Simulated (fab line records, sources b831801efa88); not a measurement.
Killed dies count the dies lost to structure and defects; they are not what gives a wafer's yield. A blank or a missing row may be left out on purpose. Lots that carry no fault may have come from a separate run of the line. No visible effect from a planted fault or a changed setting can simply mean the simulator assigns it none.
Chamber matching -- flow gf180mcu -- GF_V4_ETCH_16 on rie_diel-04: 4 sister chambers
The step etches BARC in N2/H2. 8 wafers are shown with their chamber, then 12 later ones without.

## WAFERS PAIRED WITH THEIR CHAMBERS
wafer,chamber,drypump_motor_current_A (A),oes_product_au (a.u.)
L080.3,2,5.4,0.848
L080.6,2,5.4,0.850
L093.1,3,6.0,0.856
L093.3,0,6.2,0.863
L093.6,1,5.8,0.846
L094.1,3,6.0,0.856
L094.2,1,5.9,0.865
L094.3,0,6.2,0.854

## WAFERS WITH NO CHAMBER GIVEN
wafer,drypump_motor_current_A (A),oes_product_au (a.u.)
L094.4,5.4,0.855
L094.5,6.0,0.861
L094.6,5.4,0.859
L095.2,6.2,0.855
L095.4,6.0,0.860
L095.6,5.8,0.865
L097.1,5.4,0.860
L097.2,6.2,0.861
L097.3,6.0,0.860
L097.4,5.9,0.846
L097.5,6.2,0.847
L097.6,5.8,0.842

## THE CHAMBER EACH PASSED THROUGH
wafer,from the rows above,in truth
L094.4,2,2
L094.5,3,3
L094.6,2,2
L095.2,0,0
L095.4,3,3
L095.6,1,1
L097.1,2,2
L097.2,0,0
L097.3,3,3
L097.4,can't be placed: 1 or 3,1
L097.5,0,0
L097.6,1,1
Correctly placed: 11 of 12. Can't be placed from these rows: 1 (the true chamber is among the candidates in 1). 0 placed wrongly.
How it was worked out, from the rows above alone: a wafer's distance from a chamber is the root of the sum, over the readings, of the square of ((its reading less the chamber's mean) divided by the reading's scatter). If the next closest chamber is less than 2 further off than the closest, the wafer can't be placed; otherwise it belongs to the closest. For every chamber, the mean is computed from those of its wafers that are shown. The scatter: the root of (the sum of the squares of (reading less its chamber's mean) over the shown wafers, divided by (wafers less chambers)).
